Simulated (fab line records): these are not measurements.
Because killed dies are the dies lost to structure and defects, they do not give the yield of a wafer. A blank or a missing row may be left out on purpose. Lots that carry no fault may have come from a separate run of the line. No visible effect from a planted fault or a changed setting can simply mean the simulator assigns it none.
fab line records + flow sky130
record:
- lots: 5
- wafers: 15
- lastDay: 50
route steps=708 shown METAL1@455 VIA1@458 PAD_OPEN@708
lots untouched by any fault: they come from a run of this same line in which no faults occurred
startH: hours from the record's opening day to when the first of the lot's shown wafers began + waitH: time in hours since the lot's previous step + " repeats the value in the row above + L1.1+2: a row that stands for several wafers + - either no value or no given start + * or withheld: withheld + < > ~ a bound
route shown NAME@n: names a module that has steps shown in the file, with the first one's number in the route + usual: mean/standard deviation of fault-free wafers + same: alike in all rows + chamber/n: place in a boat + sites: readings site by site + _std_site: the values' standard deviation + _edge_site: outer sites' mean less inner sites' + radiusMm: how far each site lies from the wafer's centre + mask NAME#n: copy n + behind: the tool/chamber that last shaped the wafer + hold: what put the lot on hold/how long, in hours/how the hold closed + device: the n, p or np transistor that did not switch + end of line: tests of these same wafers at the route's end + a step given without rows: its recipe and nothing more + killed: not the wafer's yield, but the dies lost to structure and defects at the first sort + map: the dies of a wafer, with x for killed, . for not killed, _ for no die there
set.NAME: setting as actually run; set.NAME@STEP: the setting as run at that earlier step + model.NAME: the simulator's own value behind a step, which no gauge read
lots at selected steps of the route; one table per step, one row per wafer
services: from which hour (startH, from the record's first day; less than 0 if before it) a tool's chamber was out of use, for how many hours, and why
== steps ==
step: SKY_METAL1_STRIP_21
recipe:
- chemistry: postEtchResidueRemover
- timeS: 1200
- tempC: 72.5
step: SKY_METAL1_CLEAN_22
recipe:
- chemistry: IPA
- timeS: 180
- tempC: 25
step: SKY_METAL1_CLEAN_23
recipe:
- chemistry: O3/DIW
- dry: n2Spin
step: SKY_VIA1_HDPCVD_00
recipe:
- material: SiO2
- targetThkNm: 1030
- sigmaOpenFrac: 0.3
- timeS: 171.7
- tempC: 400
- sih4FlowSccm: 60
- pressureMtorr: 6
step: SKY_VIA1_THK_MEAS_01
recipe:
- reads: SiO2_of_VIA1_HDPCVD_00
usual:
- VIA1_HDPCVD_THK: 1032/10
| lot.wafer | tool         | chamber | startH | waitH | VIA1_HDPCVD_THK[nm] |
|-----------|--------------|---------|--------|-------|---------------------|
| L302.3    | filmMetro-03 | -       | 829.04 | 0.1   | 1038                |
| L302.4    | "            | -       | "      | "     | 1024                |
| L302.5    | "            | -       | "      | "     | 1021                |
| L307.3    | filmMetro-01 | -       | 849.43 | 0.1   | 1040                |
| L307.4    | "            | -       | "      | "     | 1036                |
| L307.5    | "            | -       | "      | "     | 1044                |
| L315.1    | filmMetro-02 | -       | 920.68 | 0.1   | 1030                |
| L315.3    | "            | -       | "      | "     | 1043                |
| L315.6    | "            | -       | "      | "     | 1034                |
| L316.2    | filmMetro-02 | -       | 929.22 | 0.1   | 1035                |
| L316.3    | "            | -       | "      | "     | 1021                |
| L316.5    | "            | -       | "      | "     | 1020                |
| L318.1    | filmMetro-02 | -       | 929.42 | 0.1   | 1034                |
| L318.2    | "            | -       | "      | "     | 1022                |
| L318.6    | "            | -       | "      | "     | 1022                |
step: SKY_VIA1_CMP_02
recipe:
- material: SiO2
- downForcePsi: 4
- platenRpm: 60
- padVelocityMS: 0.94248
usual:
- motorCurrentA: 12.6/1.1
| lot.wafer | tool   | chamber | startH | waitH | motorCurrentA |
|-----------|--------|---------|--------|-------|---------------|
| L302.3    | cmp-01 | 2       | 829.08 | 0.0   | 13.5          |
| L302.4    | "      | 3       | "      | "     | 13.5          |
| L302.5    | "      | 2       | "      | "     | 12.0          |
| L307.4    | cmp-01 | 1       | 849.47 | 0.0   | 13.5          |
| L307.3    | "      | 0       | "      | "     | 12.0          |
| L307.5    | "      | 2       | "      | "     | 12.6          |
| L315.1    | cmp-01 | 0       | 920.84 | 0.1   | 12.6          |
| L315.3    | "      | 1       | "      | "     | 13.9          |
| L315.6    | "      | 2       | "      | "     | 13.0          |
| L316.2    | cmp-02 | 0       | 929.32 | 0.1   | 14.3          |
| L316.3    | "      | 2       | "      | "     | 12.4          |
| L316.5    | "      | 3       | "      | "     | 10.4          |
| L318.1    | cmp-02 | 1       | 929.57 | 0.1   | 11.1          |
| L318.2    | "      | 3       | "      | "     | 11.2          |
| L318.6    | "      | 1       | "      | "     | 11.2          |
step: SKY_VIA1_BOW_MEAS_03
recipe:
- mode: bow
usual:
- VIA1_BOW: 77/6.1
| lot.wafer | tool         | chamber | startH | waitH | VIA1_BOW[um] |
|-----------|--------------|---------|--------|-------|--------------|
| L302.3    | filmMetro-02 | -       | 829.42 | 0.3   | 80           |
| L302.4    | "            | -       | "      | "     | 76           |
| L302.5    | "            | -       | "      | "     | 77           |
| L307.3    | filmMetro-03 | -       | 849.81 | 0.1   | 70           |
| L307.4    | "            | -       | "      | "     | 84           |
| L307.5    | "            | -       | "      | "     | 79           |
| L315.1    | filmMetro-03 | -       | 921.04 | 0.1   | 83           |
| L315.3    | "            | -       | "      | "     | 73           |
| L315.6    | "            | -       | "      | "     | 70           |
| L316.2    | filmMetro-01 | -       | 929.59 | 0.2   | 77           |
| L316.3    | "            | -       | "      | "     | 86           |
| L316.5    | "            | -       | "      | "     | 83           |
| L318.1    | filmMetro-02 | -       | 929.87 | 0.2   | 73           |
| L318.2    | "            | -       | "      | "     | 74           |
| L318.6    | "            | -       | "      | "     | 81           |
step: SKY_VIA1_DEHYDRATE_04
recipe:
- tempC: 200
- timeS: 60
step: SKY_VIA1_HMDS_05
recipe:
- primeTimeS: 60
- primeTempC: 120
step: SKY_VIA1_COAT_06
recipe:
- resist: BARC
- tempC: withheld
- timeS: withheld
- spinRpm: 3000
- resistThkNm: 60
step: SKY_VIA1_COAT_07
recipe:
- resist: KrF-thick
- spinRpm: 3000
- resistThkNm: 450
step: SKY_VIA1_SOFTBAKE_08
recipe:
- tempC: 100
- timeS: 90
- resist: KrF-thick
step: SKY_VIA1_EXPOSE_09
recipe:
- maskId: VIM
- na: 0.8
- sourceShape: annular
- sigmaInner: 0.55
- sigmaOuter: 0.85
- targetCdNm: 150
- doseMj: 38
usual:
- exposureDoseMJCm2: 37.96/0.054
| lot.wafer | tool          | chamber | startH | waitH | mask  | exposureDoseMJCm2 |
|-----------|---------------|---------|--------|-------|-------|-------------------|
| L302.3    | krfScanner-01 | 0       | 843.14 | -     | VIM#0 | 37.92             |
| L302.4    | "             | 0       | "      | "     | VIM#0 | 37.95             |
| L302.5    | "             | 0       | "      | "     | VIM#0 | 37.93             |
| L307.3    | krfScanner-02 | 0       | 863.15 | -     | VIM#0 | 41.67             |
| L307.4    | "             | 0       | "      | "     | VIM#0 | 41.65             |
| L307.5    | "             | 0       | "      | "     | VIM#0 | 41.67             |
| L315.1    | krfScanner-01 | 0       | 932.88 | -     | VIM#0 | 37.91             |
| L315.3    | "             | 0       | "      | "     | VIM#0 | 37.95             |
| L315.6    | "             | 0       | "      | "     | VIM#0 | 37.93             |
| L316.2    | krfScanner-01 | 0       | 941.33 | -     | VIM#0 | 37.93             |
| L316.3    | "             | 0       | "      | "     | VIM#0 | 37.94             |
| L316.5    | "             | 0       | "      | "     | VIM#0 | 37.93             |
| L318.1    | krfScanner-02 | 0       | 942.27 | -     | VIM#0 | 37.95             |
| L318.2    | "             | 0       | "      | "     | VIM#0 | 37.99             |
| L318.6    | "             | 0       | "      | "     | VIM#0 | 37.98             |
step: SKY_VIA1_PEB_10
recipe:
- pebTempC: withheld
- pebTimeS: withheld
- resist: KrF-thick
step: SKY_VIA1_DEVELOP_11
recipe:
- developTimeS: 60
- resist: KrF-thick
- devTempC: 21
step: SKY_VIA1_CD_MEAS_12
recipe:
- targetCdNm: 150
usual:
- cdNm: 149.6/1.4
| lot.wafer | tool     | chamber | startH | waitH | cdNm  |
|-----------|----------|---------|--------|-------|-------|
| L302.3    | cdSem-01 | -       | 855.53 | -     | 151.3 |
| L302.4    | "        | -       | "      | "     | 148.8 |
| L302.5    | "        | -       | "      | "     | 150.4 |
| L307.3    | cdSem-01 | -       | 876.07 | -     | 76.3  |
| L307.4    | "        | -       | "      | "     | 82.0  |
| L307.5    | "        | -       | "      | "     | 27.3  |
| L315.1    | cdSem-02 | -       | 944.98 | -     | 149.4 |
| L315.3    | "        | -       | "      | "     | 150.4 |
| L315.6    | "        | -       | "      | "     | 150.6 |
| L316.2    | cdSem-02 | -       | 953.90 | -     | 150.4 |
| L316.3    | "        | -       | "      | "     | 151.1 |
| L316.5    | "        | -       | "      | "     | 149.9 |
| L318.1    | cdSem-02 | -       | 954.85 | -     | 147.2 |
| L318.2    | "        | -       | "      | "     | 147.7 |
| L318.6    | "        | -       | "      | "     | 148.8 |
step: SKY_VIA1_OVL_MEAS_13
usual:
- VIA1_OVL: 2/6.3
| lot.wafer | tool       | chamber | startH | waitH | VIA1_OVL[nm] |
|-----------|------------|---------|--------|-------|--------------|
| L302.3    | overlay-02 | -       | 855.62 | 0.1   | 6            |
| L302.4    | "          | -       | "      | "     | 9            |
| L302.5    | "          | -       | "      | "     | 2            |
| L307.3    | overlay-02 | -       | 876.16 | 0.1   | -6           |
| L307.4    | "          | -       | "      | "     | -14          |
| L307.5    | "          | -       | "      | "     | -5           |
| L315.1    | overlay-02 | -       | 945.10 | 0.1   | 2            |
| L315.3    | "          | -       | "      | "     | 4            |
| L315.6    | "          | -       | "      | "     | 4            |
| L316.2    | overlay-01 | -       | 954.00 | 0.1   | 14           |
| L316.3    | "          | -       | "      | "     | 5            |
| L316.5    | "          | -       | "      | "     | 6            |
| L318.1    | overlay-01 | -       | 954.97 | 0.1   | 2            |
| L318.2    | "          | -       | "      | "     | -3           |
| L318.6    | "          | -       | "      | "     | -3           |
step: SKY_VIA1_ETCH_14
recipe:
- chemistry: N2/H2
- target: BARC
- ionEnergyEv: 200
- sourceW: 500
- biasW: 100
- pressureMtorr: 30
- n2FlowSccm: 100
- h2FlowSccm: 200
- stopOn: SiO2
- timeS: 45.9
- targetDepthA: 600
usual:
- drypumpMotorCurrentA: 5.4/0.35
- oesProductAu: 0.855/0.0051
- throttleValvePct: 13.225/0.0087
| lot.wafer | tool       | chamber | startH | waitH | drypumpMotorCurrentA | oesProductAu | rfHoursCounterH | throttleValvePct | model.VIA1.cdNm |
|-----------|------------|---------|--------|-------|----------------------|--------------|-----------------|------------------|-----------------|
| L302.3    | rieDiel-03 | 1       | 855.64 | 0.0   | 5.3                  | 0.859        | 2               | 13.218           | 150.9           |
| L302.4    | "          | 3       | "      | "     | 5.5                  | 0.852        | 9               | 13.234           | 148.3           |
| L302.5    | "          | 3       | "      | "     | 5.5                  | 0.857        | -               | 13.229           | 150.2           |
| L307.3    | rieDiel-04 | 3       | 876.18 | 0.0   | 5.3                  | 0.856        | 27              | 13.233           | 76.12           |
| L307.4    | "          | 1       | "      | "     | 5.5                  | 0.852        | 16              | 13.210           | 82.14           |
| L307.5    | "          | 1       | "      | "     | 5.5                  | 0.863        | -               | 13.219           | 26.37           |
| L315.1    | rieDiel-03 | 0       | 945.13 | 0.0   | 5.5                  | 0.859        | 2               | 13.220           | 149.6           |
| L315.3    | "          | 1       | "      | "     | 5.3                  | 0.856        | 5               | 13.218           | 150.8           |
| L315.6    | "          | 1       | "      | "     | 5.4                  | 0.858        | -               | 13.226           | 151.2           |
| L316.2    | rieDiel-04 | 3       | 954.03 | 0.0   | 5.3                  | 0.855        | 1               | 13.237           | 151             |
| L316.3    | "          | 1       | "      | "     | 5.5                  | 0.847        | 19              | 13.242           | 151.2           |
| L316.5    | "          | 0       | "      | "     | 5.3                  | 0.855        | -               | 13.227           | 150.2           |
| L318.1    | rieDiel-01 | 1       | 955.00 | 0.0   | 5.8                  | 0.858        | 13              | 13.217           | 147.2           |
| L318.2    | "          | 0       | "      | "     | 4.9                  | 0.864        | 1               | 13.225           | 147.2           |
| L318.6    | "          | 1       | "      | "     | 5.7                  | 0.850        | -               | 13.227           | 148.8           |
step: SKY_VIA1_ETCH_15
recipe:
- target: SiO2
- chemistry: C4F8/O2/Ar
- targetDepthNm: 351
- stopOn: TiN
- maskMaterial: KrF-thick
- sourceW: 1500
- biasW: 1200
- pressureMtorr: 40
- c4f8FlowSccm: withheld
- O2_flow_sccm: 6
- Ar_flow_sccm: 300
- timeS: 52.16
usual:
- oesProductAu: 0.992/0.0075
| lot.wafer | tool       | chamber | startH | waitH | oesProductAu | rfHoursCounterH |
|-----------|------------|---------|--------|-------|--------------|-----------------|
| L302.3    | rieDiel-03 | 1       | 855.68 | 0.0   | 0.996        | 2               |
| L302.4    | "          | 3       | "      | "     | 1.002        | 9               |
| L302.5    | "          | 3       | "      | "     | 0.991        | -               |
| L307.3    | rieDiel-04 | 3       | 876.23 | 0.0   | 0.992        | 27              |
| L307.4    | "          | 1       | "      | "     | 0.991        | 16              |
| L307.5    | "          | 1       | "      | "     | 0.995        | -               |
| L315.1    | rieDiel-03 | 0       | 945.18 | 0.0   | 0.986        | 2               |
| L315.3    | "          | 1       | "      | "     | 0.998        | 5               |
| L315.6    | "          | 1       | "      | "     | 0.994        | -               |
| L316.2    | rieDiel-04 | 3       | 954.08 | 0.0   | 0.996        | 1               |
| L316.3    | "          | 1       | "      | "     | 0.996        | 19              |
| L316.5    | "          | 0       | "      | "     | 0.982        | -               |
| L318.1    | rieDiel-01 | 1       | 955.05 | 0.0   | 0.986        | 13              |
| L318.2    | "          | 0       | "      | "     | 0.982        | 1               |
| L318.6    | "          | 1       | "      | "     | 0.990        | -               |
step: SKY_PAD_OPEN_PROBE_99
usual:
- defectLimitedYield: 82.3/2.1
- killed_at_M0_to_M3: 43/7.4
- killed_at_M4_up: 3.1/1.8
- killedAtContacts: 26/5.6
- killedAtFrontEnd: 15/4.9
- killedAtOther: 0.2/0.44
- killedDies: 87/10
- killedOnRim: 17/3.7
- killedOpen: 48/7.6
- killedShort: 39/6.2
- sort_bin_3_pad_short: 0.9/0.43
- sort_bin_5_function: 10.5/1.5
- sort_bin_6_memory: 6.3/1.2
- sortNPass: 405/10
- sortYieldPct: 82.3/2.1
same:
- grossDies: 492
- killedAtBackSide: 0
- sort_bin_4_leakage[%]: 0
- sort_bin_8_speed[%]: 0
| lot.wafer | tool      | chamber | startH  | waitH | defectLimitedYield[%] | killed_at_M0_to_M3 | killed_at_M4_up | killedAtContacts | killedAtFrontEnd | killedAtOther | killedDies | killedOnRim | killedOpen | killedShort | sort_bin_3_pad_short[%] | sort_bin_5_function[%] | sort_bin_6_memory[%] | sortNPass | sortYieldPct[%] |
|-----------|-----------|---------|---------|-------|-----------------------|--------------------|-----------------|------------------|------------------|---------------|------------|-------------|------------|-------------|-------------------------|------------------------|----------------------|-----------|-----------------|
| L302.3    | prober-02 | -       | 1123.58 | 0.2   | 81.7                  | 47                 | 5               | 25               | 11               | 2             | 90         | 18          | 44         | 45          | 0.8                     | 11.2                   | 6.3                  | 402       | 81.7            |
| L302.4    | prober-02 | -       | 1123.63 | 0.2   | 80.5                  | 44                 | 4               | 28               | 20               | 0             | 96         | 24          | 58         | 38          | 2.0                     | 10.6                   | 6.9                  | 396       | 80.5            |
| L302.5    | prober-02 | -       | 1123.68 | 0.2   | 85.8                  | 35                 | 2               | 25               | 7                | 1             | 70         | 21          | 39         | 30          | 0.6                     | 8.9                    | 4.7                  | 422       | 85.8            |
| L307.3    | prober-02 | -       | 1141.57 | 0.2   | 0                     | 442                | 3               | 32               | 14               | 1             | 492        | 96          | 64         | 51          | 1.4                     | 91.1                   | 7.5                  | 0         | 0               |
| L307.4    | prober-02 | -       | 1141.62 | 0.2   | 0                     | 436                | 5               | 33               | 18               | 0             | 492        | 96          | 57         | 57          | 1.6                     | 89.8                   | 8.5                  | 0         | 0               |
| L307.5    | prober-02 | -       | 1141.67 | 0.2   | 0                     | 442                | 5               | 32               | 13               | 0             | 492        | 96          | 61         | 59          | 1.2                     | 89.2                   | 9.6                  | 0         | 0               |
| L315.1    | prober-02 | -       | 1188.38 | 0.1   | 81.1                  | 47                 | 5               | 28               | 13               | 0             | 93         | 26          | 54         | 39          | 0.4                     | 11.8                   | 6.7                  | 399       | 81.1            |
| L315.3    | prober-02 | -       | 1188.48 | 0.2   | 80.5                  | 51                 | 7               | 29               | 8                | 1             | 96         | 14          | 55         | 41          | 1.2                     | 12.2                   | 6.1                  | 396       | 80.5            |
| L315.6    | prober-02 | -       | 1188.63 | 0.2   | 88.2                  | 29                 | 1               | 18               | 10               | 0             | 58         | 10          | 33         | 25          | 0.6                     | 6.1                    | 5.1                  | 434       | 88.2            |
| L316.2    | prober-02 | -       | 1192.74 | 0.1   | 84.1                  | 37                 | 2               | 23               | 16               | 0             | 78         | 16          | 41         | 37          | 1.0                     | 10.6                   | 4.3                  | 414       | 84.1            |
| L316.3    | prober-02 | -       | 1192.79 | 0.2   | 80.3                  | 42                 | 3               | 35               | 17               | 0             | 97         | 11          | 52         | 45          | 0.6                     | 13.6                   | 5.5                  | 395       | 80.3            |
| L316.5    | prober-02 | -       | 1192.89 | 0.2   | 83.7                  | 32                 | 5               | 29               | 14               | 0             | 80         | 18          | 43         | 36          | 0.8                     | 12.0                   | 3.5                  | 412       | 83.7            |
| L318.1    | prober-02 | -       | 1194.67 | 0.1   | 79.9                  | 43                 | 1               | 35               | 20               | 0             | 99         | 21          | 57         | 42          | 0.4                     | 11.6                   | 8.1                  | 393       | 79.9            |
| L318.2    | prober-02 | -       | 1194.72 | 0.1   | 85.6                  | 35                 | 1               | 23               | 12               | 0             | 71         | 9           | 46         | 25          | 1.2                     | 9.1                    | 4.1                  | 421       | 85.6            |
| L318.6    | prober-02 | -       | 1194.92 | 0.2   | 83.7                  | 42                 | 2               | 23               | 12               | 1             | 80         | 18          | 41         | 39          | 0.6                     | 8.3                    | 7.3                  | 412       | 83.7            |
killed by level:class
L302.3 METAL1:geometricParticle:short=10 LI_CONTACT:geometricParticle:open=8 VIA1:geometricParticle:open=8 VIA2:geometricParticle:open=7 METAL2:geometricParticle:short=5 CONTACT:geometricParticle:open=5 CONTACT:geometricParticle:short=5 LI_CONTACT:geometricParticle:short=4
L302.4 CONTACT:geometricParticle:open=16 VIA2:geometricParticle:open=10 VIA1:geometricParticle:open=9 LI_CONTACT:geometricParticle:open=6 METAL1:geometricParticle:short=6 FIELD_ISO:geometricParticle:short=5 FIELD_ISO:geometricParticle:open=4 POLY_GATE:geometricParticle:open=4
L302.5 CONTACT:geometricParticle:open=14 VIA2:geometricParticle:open=7 METAL2:geometricParticle:short=6 VIA1:geometricParticle:open=4 VIA2:geometricParticle:short=4 FIELD_ISO:geometricParticle:open=3 LI_CONTACT:geometricParticle:open=3 LI_CONTACT:geometricParticle:short=3
L307.3 VIA1:areaExpose=375 VIA1:geometricParticle:open=20 LI_CONTACT:geometricParticle:open=10 VIA1:geometricParticle:short=10 VIA3:geometricParticle:open=8 VIA2:geometricParticle:open=8 METAL1:geometricParticle:short=7 CONTACT:geometricParticle:open=6
L307.4 VIA1:areaExpose=378 VIA1:geometricParticle:open=20 CONTACT:geometricParticle:open=11 VIA1:geometricParticle:short=8 LOCAL_INTERCONNECT:geometricParticle:short=7 VIA2:geometricParticle:open=7 POLY_GATE:geometricParticle:short=6 METAL2:geometricParticle:short=6
L307.5 VIA1:areaExpose=371 VIA1:geometricParticle:open=28 LOCAL_INTERCONNECT:geometricParticle:short=11 VIA1:geometricParticle:short=9 VIA3:geometricParticle:short=7 LI_CONTACT:geometricParticle:open=6 METAL1:geometricParticle:short=5 VIA3:geometricParticle:open=5
L315.1 LI_CONTACT:geometricParticle:open=11 VIA1:geometricParticle:open=10 CONTACT:geometricParticle:open=9 METAL1:geometricParticle:short=8 VIA2:geometricParticle:open=7 METAL2:geometricParticle:short=6 POLY_GATE:geometricParticle:open=5 METAL4:geometricParticle:short=4
L315.3 VIA1:geometricParticle:open=11 LI_CONTACT:geometricParticle:open=9 VIA2:geometricParticle:open=8 METAL1:geometricParticle:short=7 CONTACT:geometricParticle:open=6 VIA3:geometricParticle:open=5 METAL4:geometricParticle:short=5 LOCAL_INTERCONNECT:geometricParticle:short=5
L315.6 CONTACT:geometricParticle:open=8 VIA1:geometricParticle:open=6 VIA2:geometricParticle:open=6 LI_CONTACT:geometricParticle:open=5 POLY_GATE:geometricParticle:short=4 VIA1:geometricParticle:short=4 VIA3:geometricParticle:open=4 METAL1:geometricParticle:short=3
L316.2 VIA1:geometricParticle:open=8 LI_CONTACT:geometricParticle:open=7 LOCAL_INTERCONNECT:geometricParticle:short=7 VIA3:geometricParticle:open=6 VIA1:geometricParticle:short=5 FIELD_ISO:geometricParticle:open=4 POLY_GATE:geometricParticle:open=4 VIA2:geometricParticle:open=4
L316.3 CONTACT:geometricParticle:short=12 LI_CONTACT:geometricParticle:open=9 CONTACT:geometricParticle:open=8 VIA1:geometricParticle:open=8 VIA2:geometricParticle:open=7 FIELD_ISO:geometricParticle:open=6 METAL1:geometricParticle:short=6 VIA3:geometricParticle:open=5
L316.5 CONTACT:geometricParticle:open=10 LI_CONTACT:geometricParticle:open=8 VIA3:geometricParticle:open=7 METAL1:geometricParticle:short=6 METAL2:geometricParticle:short=6 POLY_GATE:geometricParticle:short=5 CONTACT:geometricParticle:short=5 POLY_GATE:geometricParticle:open=4
L318.1 CONTACT:geometricParticle:open=15 POLY_GATE:geometricParticle:open=10 LI_CONTACT:geometricParticle:open=8 VIA1:geometricParticle:short=6 VIA1:geometricParticle:open=6 LOCAL_INTERCONNECT:geometricParticle:short=5 LI_CONTACT:geometricParticle:short=5 VIA3:geometricParticle:open=5
L318.2 VIA1:geometricParticle:open=11 CONTACT:geometricParticle:open=7 VIA2:geometricParticle:open=7 FIELD_ISO:geometricParticle:open=5 LI_CONTACT:geometricParticle:open=5 CONTACT:geometricParticle:short=4 METAL2:geometricParticle:short=4 LOCAL_INTERCONNECT:geometricParticle:short=3
L318.6 VIA1:geometricParticle:open=12 CONTACT:geometricParticle:open=7 VIA1:geometricParticle:short=7 LI_CONTACT:geometricParticle:short=5 LI_CONTACT:geometricParticle:open=4 CONTACT:geometricParticle:short=4 METAL1:geometricParticle:short=4 VIA2:geometricParticle:open=4
map L307.3 (x killed, . not)
__________xxxxxxxxxx_________
________xxxxxxxxxxxxxx_______
______xxxxxxxxxxxxxxxxxx_____
_____xxxxxxxxxxxxxxxxxxxx____
____xxxxxxxxxxxxxxxxxxxxxx___
___xxxxxxxxxxxxxxxxxxxxxxxx__
__xxxxxxxxxxxxxxxxxxxxxxxxxx_
_xxxxxxxxxxxxxxxxxxxxxxxxxxxx
_xxxxxxxxxxxxxxxxxxxxxxxxxxxx
_xxxxxxxxxxxxxxxxxxxxxxxxxxxx
_xxxxxxxxxxxxxxxxxxxxxxxxxxxx
_xxxxxxxxxxxxxxxxxxxxxxxxxxxx
_xxxxxxxxxxxxxxxxxxxxxxxxxxxx
_xxxxxxxxxxxxxxxxxxxxxxxxxxxx
_xxxxxxxxxxxxxxxxxxxxxxxxxxxx
__xxxxxxxxxxxxxxxxxxxxxxxxxx_
___xxxxxxxxxxxxxxxxxxxxxxxx__
____xxxxxxxxxxxxxxxxxxxxxx___
_____xxxxxxxxxxxxxxxxxxxx____
______xxxxxxxxxxxxxxxxxx_____
________xxxxxxxxxxxxxx_______
__________xxxxxxxxxx_________
map L318.1 (x killed, . not)
__________.xx......._________
________.xx.......xx.._______
______.xx...........x.x._____
_____........x..x..x..x..____
____.....x......x.........___
___.......x..x...xx....x.x.__
__...x....x..xxx.x....x..x.._
_...x......x.................
_.x..........................
_.x..x......x....x..x........
_x.x...x.xx..............x...
_....x....x...........xx...xx
_........x.x.xx...xx......x..
_..x....x........x...xx.x.x..
_......x.............x...x.xx
__.........x.x.......xx..x.._
___.....xx.x..x....x...x...__
____..........x.x......x.x___
_____........x.x...x.....____
______......x..x...x...._____
________..x.x.....xx.x_______
__________.x.x...xx._________
== services ==
| tool          | chamber | startH | hours | kind   |
|---------------|---------|--------|-------|--------|
| krfScanner-02 | -       | 824.72 | 3.6   | pm     |
| rieDiel-03    | -       | 827.42 | 28.1  | pm     |
| krfScanner-01 | -       | 829.36 | 11.6  | pm     |
| cmp-01        | -       | 834.00 | 6.8   | repair |
| krfScanner-02 | -       | 854.77 | 1.3   | pm     |
| krfScanner-01 | -       | 858.47 | 1.0   | pm     |
| rieDiel-01    | 1       | 859.80 | 2.5   | repair |
| krfScanner-02 | -       | 860.17 | 0.8   | pm     |
| rieDiel-04    | -       | 872.18 | 1.1   | repair |
| rieDiel-03    | 3       | 878.38 | 67.6  | repair |
| rieDiel-01    | 2       | 886.68 | 11.1  | repair |
| krfScanner-02 | -       | 888.07 | 7.8   | repair |
| rieDiel-03    | 2       | 895.43 | 3.3   | repair |
| rieDiel-03    | 2       | 903.37 | 2.9   | repair |
| rieDiel-04    | -       | 904.69 | 1.0   | repair |
| cmp-02        | -       | 908.08 | 1.3   | repair |
| cmp-02        | -       | 912.09 | 4.0   | pm     |
| krfScanner-01 | -       | 914.93 | 0.8   | pm     |
| cmp-01        | -       | 921.28 | 2.9   | repair |
| cmp-02        | -       | 930.59 | 5.5   | pm     |
| rieDiel-01    | 3       | 932.80 | 6.5   | repair |
| cmp-02        | -       | 940.08 | 0.4   | repair |
| krfScanner-01 | -       | 943.10 | 1.3   | pm     |
| cmp-01        | -       | 943.30 | 7.2   | pm     |
== key ==
firstSign:
- step: SKY_VIA1_EXPOSE_09
- reading: exposureDoseMJCm2
- direction: up
- sigmas: 69
- usual: *
- struck: *
effect:
- step: SKY_VIA1_CD_MEAS_12
- reading: cdNm
- direction: down
- sigmas: 62
- usual: 149.6
- struck: 61.9
- through: controlLoop
effect:
- step: SKY_PAD_OPEN_PROBE_99
- reading: killed_at_M0_to_M3
- direction: up
- sigmas: 53
- usual: 43
- struck: 440
modelEffect:
- step: SKY_VIA1_ETCH_14
- value: VIA1.cdNm
- without: 150.3
- struck: 61.54
moreKillsBornAt:
- SKY_VIA1_EXPOSE_09@krfScanner-02: 1124
metAt SKY_VIA1_EXPOSE_09
struckWafers L307.3,L307.4,L307.5
laterRowsLeftOut L307.3,L307.4,L307.5
loopTrim:
- step: SKY_VIA1_EXPOSE_09
- setting: dose
- lots: L307
fault:
- kind: processParameterDrift
- tool: krfScanner-02
- chamber: -
- onsetH: 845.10
- steps: SKY_VIA1_EXPOSE_09
- channel: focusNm
- offset: 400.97
- spreadByWafer: 0.3
- shape: step
- endH: 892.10
laterRowsLeftOut: the simulator's readings of these wafers behind a module that went badly wrong aren't trusted and aren't shown, but for the sort
loopTrim: a control loop set the setting to another value than it would have without faults
